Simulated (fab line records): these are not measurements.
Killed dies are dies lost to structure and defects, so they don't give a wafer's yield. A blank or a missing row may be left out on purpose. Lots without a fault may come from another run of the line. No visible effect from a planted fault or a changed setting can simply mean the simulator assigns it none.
Which tool is to blame?    flow sky130    Sampling: 12 lots, 36 wafers, 3 of 708 route steps

WHAT THE GAUGES READ, wafer by wafer
SKY_VIA4_THK_MEAS_01.
lot   measured      on             VIA4_HDPCVD_THK (nm)
L746  day 41 10:26  film-metro-03  1757 1777 1732
L747  day 41 16:50  film-metro-01  1727 1727 1718
L750  day 42 14:15  film-metro-01  1775 1756 1764
L751  day 44 06:41  film-metro-04  1757 1749 1751
L756  day 44 09:55  film-metro-01  1378 1381 1400
L755  day 44 13:36  film-metro-01  1713 1754 1731
L758  day 45 01:39  film-metro-01  1382 1390 1391
L757  day 45 07:58  film-metro-01  1383 1385 1422
L763  day 47 04:07  film-metro-04  1717 1749 1731
L767  day 47 23:02  film-metro-01  1756 1750 1758
L768  day 48 00:53  film-metro-04  1737 1749 1768
L769  day 48 12:32  film-metro-04  1776 1760 1764

WHAT TOOL EACH LOT RAN ON (gives the tool, then ch and the chambers of the sampled wafers, and finally the start)
lot   SKY_METAL3_ETCH_17                  SKY_VIA4_HDPCVD_00
L746  rie-diel-02 ch 0,2,3, day 38 04:35  hdpcvd-02 ch 0,1,2, day 41 10:14
L747  rie-diel-03 ch 0,2,3, day 38 13:27  hdpcvd-02 ch 0,1,2, day 41 16:38
L750  rie-diel-02 ch 0,2,3, day 39 09:26  hdpcvd-01 ch 0,1,2, day 42 14:04
L751  rie-diel-02 ch 1,2,3, day 41 03:00  hdpcvd-01 ch 0,1, day 44 06:29
L756  rie-diel-04 ch 1,3, day 41 08:30    hdpcvd-01 ch 1,2, day 44 09:44
L755  rie-diel-03 ch 1,3, day 41 13:52    hdpcvd-02 ch 0,1, day 44 13:25
L758  rie-diel-04 ch 0,2,3, day 42 01:03  hdpcvd-01 ch 0,1, day 45 01:28
L757  rie-diel-02 ch 0,3, day 42 06:49    hdpcvd-01 ch 0,1,2, day 45 07:51
L763  rie-diel-04 ch 1,3, day 44 08:09    hdpcvd-02 ch 0,1,2, day 47 03:56
L767  rie-diel-03 ch 0,1,3, day 45 05:07  hdpcvd-02 ch 0,2, day 47 22:50
L768  rie-diel-02 ch 0,1,2, day 45 05:54  hdpcvd-02 ch 0,1,2, day 48 00:43
L769  rie-diel-02 ch 0,1,3, day 45 20:53  hdpcvd-01 ch 0,1,2, day 48 12:21
- SKY_METAL3_ETCH_17: etches SiO2 in C4F8/O2/Ar, stops on TiN, time 3.9 s, target depth 15 nm.
- SKY_VIA4_HDPCVD_00: deposits SiO2, target thk 1750 nm, time 291.7 s.

WHAT THE TOOLS THEMSELVES READ (means of the sampled wafers that have a number; where no wafer has one, the mark that the record gives instead)
SKY_METAL3_ETCH_17.
lot   tool         oes-product-au (a.u.)
L746  rie-diel-02  0.754
L747  rie-diel-03  0.758
L750  rie-diel-02  0.758
L751  rie-diel-02  0.755
L756  rie-diel-04  0.756
L755  rie-diel-03  0.760
L758  rie-diel-04  0.755
L757  rie-diel-02  0.758
L763  rie-diel-04  0.753
L767  rie-diel-03  0.758
L768  rie-diel-02  0.756
L769  rie-diel-02  0.744

THE ANSWER, worked out from the rows above alone
Rule: usual is defined by the lots themselves. Put in order of their means at a reading, lots are off if they are a third of the lots or fewer, leave a main group of 4 or more, and stand apart from it by a gap of 3 or more times the standard deviation of the main group's means; of several such gaps the widest counts. A main group is skipped when, at the precision printed for the reading in the tables above, its means are all equal. Also off: a lot with no number at a reading for which 4 or more lots have one. Where the step has rows for the other lots, those lots are counted as sound. Order of review: gauges by route order, followed by the tools' own readings, for which a lot's mean as printed above is used. At the first step where some lot is off, the reading lying furthest off is the one used; lots without a number count as furthest.
Off: at SKY_VIA4_THK_MEAS_01 (VIA4_HDPCVD_THK), L756, L758, L757. The main group has a mean of 1748 nm with a standard deviation of 14.
A tool fits if, at a process step before that reading, it ran every lot that is off, and no sound lot after the first of them. Gauges at SKY_VIA4_THK_MEAS_01: tried the same way as those tools. None of those tried fits.

WHAT THE SIMULATOR HAD INSERTED
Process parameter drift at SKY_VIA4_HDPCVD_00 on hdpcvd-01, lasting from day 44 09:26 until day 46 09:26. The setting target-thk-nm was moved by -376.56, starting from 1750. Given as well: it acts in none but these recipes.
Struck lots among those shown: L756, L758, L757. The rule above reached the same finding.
